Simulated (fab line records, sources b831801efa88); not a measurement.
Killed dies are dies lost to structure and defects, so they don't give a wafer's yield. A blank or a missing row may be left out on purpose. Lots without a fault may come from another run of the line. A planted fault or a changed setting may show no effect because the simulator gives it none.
fab line records | flow sfq_line
record lots=5 wafers=23
route steps=325 shown C5@241 M6@255 I6@273 M7@282 I7@300
start_h: hours from the record's first day to the start of the lot's first wafer shown | wait_h: hours since the lot's step before | " the same as in the row above | L1.1+2: a row that stands for several wafers | - no value, or no start given | * or withheld: withheld | < > ~ a bound
route shown NAME@n: a module of which the file shows steps, and the number in the route of the first | usual: mean/standard deviation of fault-free wafers | same: alike in all rows | chamber/n: place in a boat | sites: the reading at each site | _std_site: their standard deviation | _edge_site: outer sites' mean less inner sites' | radius_mm: how far each site lies from the wafer's centre | mask NAME#n: copy n | behind: the tool/chamber that last shaped the wafer | hold: why the lot was held/for how many hours/how that ended | device: the transistor (n, p or np) that didn't switch | end of line: the same wafers' tests at the end of the route | a step without rows: its recipe alone | killed: dies lost to structure and defects at the first sort, not the wafer's yield | map: a wafer's dies, x killed, . not, _ none there
set.NAME: the setting as run; set.NAME@STEP: as run at that earlier step | model.NAME: the simulator's own value behind a step, which no gauge read
lots whose settings were changed on purpose; a table a step, a row a wafer
## steps
# step SFQ_TRILAYER_C5_LITHO_COAT_151
# recipe resist=KrF spin_rpm=3000 resist_thk_nm=650
# columns lot.wafer tool chamber start_h wait_h set.resist_thk_nm model.KrF_of_TRILAYER_C5_LITHO_COAT_151.thk_nm
L077.1 litho_track-04 0 1634.42 0.2 622.1 623.9
L077.2 " 0 " " 650 649.7
L077.4 " 0 " " 622.1 624.7
L077.5 " 0 " " 650 651.7
L077.6 " 0 " " 650 651.8
L079.1 litho_track-01 0 1742.08 0.2 650 651
L079.2 " 0 " " 650 652.4
L079.3 " 0 " " 650 651.6
L079.4 " 0 " " 650 651.2
L079.6 " 0 " " 650 651.9
L080.1 litho_track-01 0 1746.88 0.2 650 652.1
L080.2 " 0 " " 650 651.9
L080.3 " 0 " " 650 652.8
L080.4 " 0 " " 678.6 679.1
L080.5 " 0 " " 678.6 680.3
L081.1 litho_track-04 0 1748.08 0.2 650 648.8
L081.4 " 0 " " 650 648.5
L081.5 " 0 " " 650 649.1
L085.2 litho_track-03 0 1754.11 0.2 650 649.4
L085.3 " 0 " " 630.2 627.4
L085.4+5 " 0 " " 650 649.9
L085.6 " 0 " " 630.2 629.9
# step SFQ_TRILAYER_C5_LITHO_SOFTBAKE_155
# recipe temp_c=withheld time_s=withheld resist=KrF
# step SFQ_TRILAYER_C5_LITHO_EXPOSE_152
# recipe mask_id=C5 na=0.6 source_shape=conventional sigma_outer=0.65 target_cd_nm=500 dose_mj=21.3
# step SFQ_TRILAYER_C5_LITHO_DEVELOP_153
# recipe time_s=60 resist=KrF
# step SFQ_TRILAYER_C5_BARC_OPEN_VIA_ETCH_210
# recipe mask_material=PR chemistry=O2 target_depth_nm=125 target=BARC source_w=500 bias_w=80 pressure_mtorr=30 time_s=41.7
# columns lot.wafer tool chamber start_h wait_h set.resist_thk_nm@TRILAYER_C5_LITHO_COAT_151 model.KrF_of_TRILAYER_C5_LITHO_COAT_151.thk_nm
L077.1 rie_diel-04 1 1636.72 0.0 622.1 549.5
L077.2 " 2 " " 650 576
L077.4 " 3 " " 622.1 551.5
L077.5 " 2 " " 650 578.1
L077.6 " 3 " " 650 578.3
L079.1 rie_diel-02 0 1763.48 0.0 650 577
L079.2 " 1 " " 650 579.6
L079.3 " 3 " " 650 578.1
L079.4 " 2 " " 650 579
L079.6 " 0 " " 650 577.4
L080.1 rie_diel-03 3 1765.88 0.0 650 579.8
L080.2+3 " 1,2 " " 650 580.1
L080.4 " 0 " " 678.6 607
L080.5 " 1 " " 678.6 608.9
L081.1 rie_diel-02 2 1767.08 0.0 650 577.2
L081.4 " 0 " " 650 574.9
L081.5 " 3 " " 650 575.6
L085.2 rie_diel-02 0 1771.88 0.0 650 574.9
L085.3 " 1 " " 630.2 554.4
L085.4 " 2 " " 650 577.6
L085.5 " 0 " " 650 575.2
L085.6 " 1 " " 630.2 557.9
# step SFQ_TRILAYER_C5_ETCH_VIA_ETCH_154
# recipe target=SiO2 mask_material=PR chemistry=CHF3 target_depth_nm=84 source_w=500 bias_w=81.07 pressure_mtorr=30 time_s=withheld stop_on=Nb
# usual oes_product_au=0.893/0.0088
# columns lot.wafer tool chamber start_h wait_h set.time_s@TRILAYER_A5C_DEP_PECVD_142 oes_product_au model.C5.feature_depth_nm
L077.1 rie_diel-04 1 1636.76 0.0 * 0.884 69.54
L077.2 " 2 " " * 0.879 68.69
L077.4 " 3 " " * 0.905 71.33
L077.5 " 2 " " * 0.899 70.6
L077.6 " 3 " " * 0.895 70.37
L079.1 rie_diel-02 0 1763.52 0.0 * 0.881 68.38
L079.2 " 1 " " * 0.835 61.96
L079.3 " 3 " " * 0.889 69.22
L079.4 " 2 " " * 0.852 63.8
L079.6 " 0 " " * 0.854 63.59
L080.1 rie_diel-03 3 1765.92 0.0 * 0.929 75.12
L080.2 " 1 " " * 0.885 68.59
L080.3 " 2 " " * 0.876 68.94
L080.4 " 0 " " * 0.893 69.99
L080.5 " 1 " " * 0.946 77.28
L081.1 rie_diel-02 2 1767.12 0.0 * 0.886 68.83
L081.4 " 0 " " * 0.898 70.54
L081.5 " 3 " " * 0.899 71.22
L085.2 rie_diel-02 0 1771.92 0.0 * 0.942 76.57
L085.3 " 1 " " * 0.890 69.64
L085.4 " 2 " " * 0.918 71.72
L085.5 " 0 " " * 0.962 79.47
L085.6 " 1 " " * 0.895 70.12
# step SFQ_TRILAYER_M6_LITHO_COAT_164
# recipe resist=BARC spin_rpm=3000 resist_thk_nm=62
# columns lot.wafer tool chamber start_h wait_h set.spin_rpm model.BARC_of_TRILAYER_M6_LITHO_COAT_164.thk_nm
L077.1 litho_track-04 0 1637.88 0.1 3182 60.33
L077.2 " 0 " " 3000 62.1
L077.4 " 0 " " 3000 62.3
L077.5 " 0 " " 3182 60.27
L077.6 " 0 " " 3000 62.14
L079.1 litho_track-04 0 1764.86 0.1 3000 61.96
L079.2 " 0 " " 2896 62.96
L079.3 " 0 " " 3000 61.87
L079.4 " 0 " " 3000 62.12
L079.6 " 0 " " 2896 63
L080.1 litho_track-03 0 1767.04 0.1 3210 59.79
L080.2 " 0 " " 3000 61.82
L080.3 " 0 " " 3210 60.04
L080.4 " 0 " " 3210 59.86
L080.5 " 0 " " 3000 61.88
L081.1 litho_track-03 0 1768.24 0.1 3000 62.01
L081.4 " 0 " " 3000 62.02
L081.5 " 0 " " 3000 62.16
L085.2 litho_track-02 0 1773.09 0.1 2867 63.43
L085.3 " 0 " " 3000 61.92
L085.4 " 0 " " 3000 61.88
L085.5+6 " 0 " " 2867 63.56
# step SFQ_TRILAYER_I6_VIA_LITHO_EXPOSE_170
# recipe mask_id=I6 na=0.6 source_shape=conventional sigma_outer=0.65 target_cd_nm=700 dose_mj=21.3
# columns lot.wafer tool chamber start_h wait_h mask set.dose_mj
L077.1+5+6 krf_scanner-02 0 1855.57 - I6#0 20.18
L077.2+4 " 0 " " I6#0 21.3
L079.1+2 krf_scanner-02 0 1880.14 - I6#0 21.3
L079.3+4+6 " 0 " " I6#0 21.82
L080.1+2+5 krf_scanner-02 0 1882.54 - I6#0 20.72
L080.3+4 " 0 " " I6#0 21.3
L081.1+4+5 krf_scanner-02 0 1883.74 - I6#0 21.3
L085.2+3+4+5+6 krf_scanner-01 0 1995.45 - I6#0 21.3
# step SFQ_TRILAYER_I6_VIA_LITHO_PEB_172
# recipe peb_temp_c=115 peb_time_s=60 resist=KrF
# step SFQ_TRILAYER_I6_VIA_LITHO_DEVELOP_171
# recipe time_s=60 resist=KrF
# step SFQ_TRILAYER_I6_VIA_BARC_OPEN_VIA_ETCH_235
# recipe mask_material=PR chemistry=O2 target_depth_nm=125 target=BARC source_w=500 bias_w=80 pressure_mtorr=30 time_s=41.7
# columns lot.wafer tool chamber start_h wait_h set.dose_mj@TRILAYER_I6_VIA_LITHO_EXPOSE_170 model.I6.cd_nm
L077.1 rie_diel-01 1 1857.11 0.0 20.18 692
L077.2 " 0 " " 21.3 699.9
L077.4 " 2 " " 21.3 698.6
L077.5 " 3 " " 20.18 694.5
L077.6 " 2 " " 20.18 691
L079.1 rie_diel-02 3 1881.68 0.0 21.3 699.7
L079.2 " 0 " " 21.3 699.6
L079.3 " 1 " " 21.82 703
L079.4 " 1 " " 21.82 702.7
L079.6 " 0 " " 21.82 702.3
L080.1 rie_diel-03 2 1884.08 0.0 20.72 693.1
L080.2 " 1 " " 20.72 695.4
L080.3 " 3 " " 21.3 697.8
L080.4 " 0 " " 21.3 698.7
L080.5 " 0 " " 20.72 693.9
L081.1+5 rie_diel-01 1 1885.28 0.0 21.3 698.3
L081.4 " 3 " " 21.3 700.9
L085.2 rie_diel-03 0 1996.79 0.0 21.3 699.9
L085.3 " 1 " " 21.3 698.6
L085.4 " 2 " " 21.3 697.8
L085.5 " 2 " " 21.3 698.9
L085.6 " 1 " " 21.3 699.3
# step SFQ_TRILAYER_M7_DEP_SPUTTER_175
# recipe material=Nb base_pressure_pa=1.33e-06 chamber_pressure_pa=0.1333 substrate_temp_c=20 target_thk_nm=200 power_w=2000 time_s=133.3
# columns lot.wafer tool chamber start_h wait_h set.time_s model.Nb_of_TRILAYER_M7_DEP_SPUTTER_175.thk_nm
L077.1 pvd_sputter-06 - 1858.06 0.0 142.3 212.9
L077.2 " - " " 133.3 202
L077.4 " - " " 142.3 214.3
L077.5 " - " " 133.3 203.1
L077.6 " - " " 142.3 215.9
L079.1 pvd_sputter-03 - 1882.81 0.0 133.3 203.3
L079.2 " - " " 133.3 201.5
L079.3 " - " " 114.8 174.7
L079.4 " - " " 114.8 172.9
L079.6 " - " " 133.3 205.4
L080.1 pvd_sputter-05 - 1885.05 0.0 133.3 197.3
L080.2 " - " " 133.3 203.2
L080.3 " - " " 133.3 199.9
L080.4 " - " " 133.3 197.1
L080.5 " - " " 133.3 198
L081.1 pvd_sputter-06 - 1886.23 0.0 133.3 204
L081.4 " - " " 133.3 198.9
L081.5 " - " " 133.3 199.8
L085.2 pvd_sputter-03 - 1997.75 0.0 133.3 199.2
L085.3 " - " " 120.1 181.1
L085.4 " - " " 120.1 177.6
L085.5 " - " " 133.3 199
L085.6 " - " " 120.1 179.5
# step SFQ_M7_RS_MEAS_943
# recipe thk_meas_gauge=four-point-probe reads=Nb_of_TRILAYER_M7_DEP_SPUTTER_175
# usual M7_NB_RS=0.887/0.012
# columns lot.wafer tool chamber start_h wait_h set.time_s@TRILAYER_M7_DEP_SPUTTER_175 M7_NB_RS[ohm/sq]
L077.1 film_metro-03 - 1858.15 0.0 142.3 0.835
L077.2 " - " " 133.3 0.879
L077.4 " - " " 142.3 0.831
L077.5 " - " " 133.3 0.876
L077.6 " - " " 142.3 0.823
L079.1 film_metro-03 - 1882.91 0.1 133.3 0.875
L079.2 " - " " 133.3 0.882
L079.3 " - " " 114.8 1.018
L079.4 " - " " 114.8 1.031
L079.6 " - " " 133.3 0.865
L080.1 film_metro-02 - 1885.14 0.0 133.3 0.906
L080.2 " - " " 133.3 0.878
L080.3 " - " " 133.3 0.893
L080.4 " - " " 133.3 0.905
L080.5 " - " " 133.3 0.903
L081.1 film_metro-02 - 1886.32 0.0 133.3 0.874
L081.4 " - " " 133.3 0.898
L081.5 " - " " 133.3 0.893
L085.2 film_metro-01 - 1997.86 0.1 133.3 0.896
L085.3 " - " " 120.1 0.987
L085.4 " - " " 120.1 1.008
L085.5 " - " " 133.3 0.897
L085.6 " - " " 120.1 0.993
# step SFQ_TRILAYER_M7_ETCH_METAL_ETCH_180
# recipe target=Nb stop_on=SiO2 mask_material=PR chemistry=Cl2/Ar target_depth_nm=240 icp_w=600 bias_w=80 pressure_mtorr=10 time_s=120
# usual oes_product_au=0.896/0.0079
# columns lot.wafer tool chamber start_h wait_h set.bias_w set.time_s@TRILAYER_M7_DEP_SPUTTER_175 oes_product_au
L077.1 rie_metal-04 1 1978.72 0.0 80 142.3 0.921
L077.2 " 0 " " 80 133.3 0.903
L077.4 " 1 " " 74.82 142.3 0.931
L077.5 " 0 " " 74.82 133.3 0.899
L077.6 " 1 " " 80 142.3 0.936
L079.1 rie_metal-03 0 1988.90 0.1 80 133.3 0.904
L079.2 " 0 " " 71.58 133.3 0.899
L079.3 " 0 " " 80 114.8 0.831
L079.4 " 0 " " 71.58 114.8 0.814
L079.6 " 0 " " 71.58 133.3 0.906
L080.1 rie_metal-01 1 1990.05 0.0 80 133.3 0.890
L080.2 " 0 " " 77.22 133.3 0.895
L080.3 " 1 " " 77.22 133.3 0.898
L080.4 " 0 " " 80 133.3 0.889
L080.5 " 0 " " 80 133.3 0.892
L081.1 rie_metal-04 0 1991.25 0.0 80 133.3 0.907
L081.4 " 0 " " 80 133.3 0.898
L081.5 " 0 " " 80 133.3 0.889
L085.2 rie_metal-03 0 2001.13 0.0 87.69 133.3 0.884
L085.3 " 0 " " 80 120.1 0.848
L085.4 " 1 " " 87.69 120.1 0.844
L085.5 " 0 " " 80 133.3 0.886
L085.6 " 1 " " 87.69 120.1 0.842
# step SFQ_TRILAYER_I7_VIA_LITHO_COAT_192
# recipe resist=BARC spin_rpm=3000 resist_thk_nm=62
# columns lot.wafer tool chamber start_h wait_h set.spin_rpm model.BARC_of_TRILAYER_I7_VIA_LITHO_COAT_192.thk_nm
L077.1 litho_track-03 0 1986.50 1.0 2776 64.79
L077.2+6 " 0 " " 3000 62.09
L077.4 " 0 " " 2776 64.38
L077.5 " 0 " " 2776 64.45
L079.1 litho_track-04 0 1998.50 1.0 3000 62.28
L079.2 " 0 " " 3000 62.14
L079.3 " 0 " " 3000 62.3
L079.4 " 0 " " 3000 61.99
L079.6 " 0 " " 3000 62.22
L080.1 litho_track-01 0 2001.50 1.0 2892 63.43
L080.2 " 0 " " 3000 62.4
L080.3 " 0 " " 2892 63.35
L080.4 " 0 " " 3000 62.37
L080.5 " 0 " " 3000 62.33
L081.1 litho_track-01 0 2002.94 1.0 3000 62
L081.4 " 0 " " 3000 62.04
L081.5 " 0 " " 3000 61.91
L085.2 litho_track-04 0 2015.73 0.8 3000 61.92
L085.3 " 0 " " 3000 62.05
L085.4 " 0 " " 3000 62
L085.5 " 0 " " 3000 62.04
L085.6 " 0 " " 3000 61.95
## key
split step=SFQ_TRILAYER_C5_LITHO_COAT_151 setting=resist_thk_nm stated=650 by=wafer
response step=SFQ_TRILAYER_C5_LITHO_COAT_151 reading=model.KrF_of_TRILAYER_C5_LITHO_COAT_151.thk_nm change=+6.38 per=1% r=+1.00
response step=SFQ_TRILAYER_C5_BARC_OPEN_VIA_ETCH_210 reading=model.KrF_of_TRILAYER_C5_LITHO_COAT_151.thk_nm change=+6.35 per=1% r=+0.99
split step=SFQ_TRILAYER_M6_LITHO_COAT_164 setting=spin_rpm stated=3000 by=wafer
response step=SFQ_TRILAYER_M6_LITHO_COAT_164 reading=model.BARC_of_TRILAYER_M6_LITHO_COAT_164.thk_nm change=-0.304 per=1% r=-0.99
split step=SFQ_TRILAYER_I6_VIA_LITHO_EXPOSE_170 setting=dose_mj stated=21.3 by=wafer
response step=SFQ_TRILAYER_I6_VIA_BARC_OPEN_VIA_ETCH_235 reading=model.I6.cd_nm change=+1.32 per=1% r=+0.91
split step=SFQ_TRILAYER_M7_DEP_SPUTTER_175 setting=time_s stated=133.3 by=wafer
response step=SFQ_TRILAYER_M7_DEP_SPUTTER_175 reading=model.Nb_of_TRILAYER_M7_DEP_SPUTTER_175.thk_nm change=+2.04 per=1% r=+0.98
response step=SFQ_M7_RS_MEAS_943 reading=M7_NB_RS change=-0.0101 per=1% r=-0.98
response step=SFQ_TRILAYER_M7_ETCH_METAL_ETCH_180 reading=oes_product_au change=+0.00507 per=1% r=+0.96
split step=SFQ_TRILAYER_M7_ETCH_METAL_ETCH_180 setting=bias_w stated=80 by=wafer
response none clear
split step=SFQ_TRILAYER_I7_VIA_LITHO_COAT_192 setting=spin_rpm stated=3000 by=wafer
response step=SFQ_TRILAYER_I7_VIA_LITHO_COAT_192 reading=model.BARC_of_TRILAYER_I7_VIA_LITHO_COAT_192.thk_nm change=-0.32 per=1% r=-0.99
split outside_this_file step=SFQ_TRILAYER_A5C_DEP_PECVD_142 setting=time_s
# split outside_this_file: this setting was split too, and the file shows its column; the key of that split is in another file
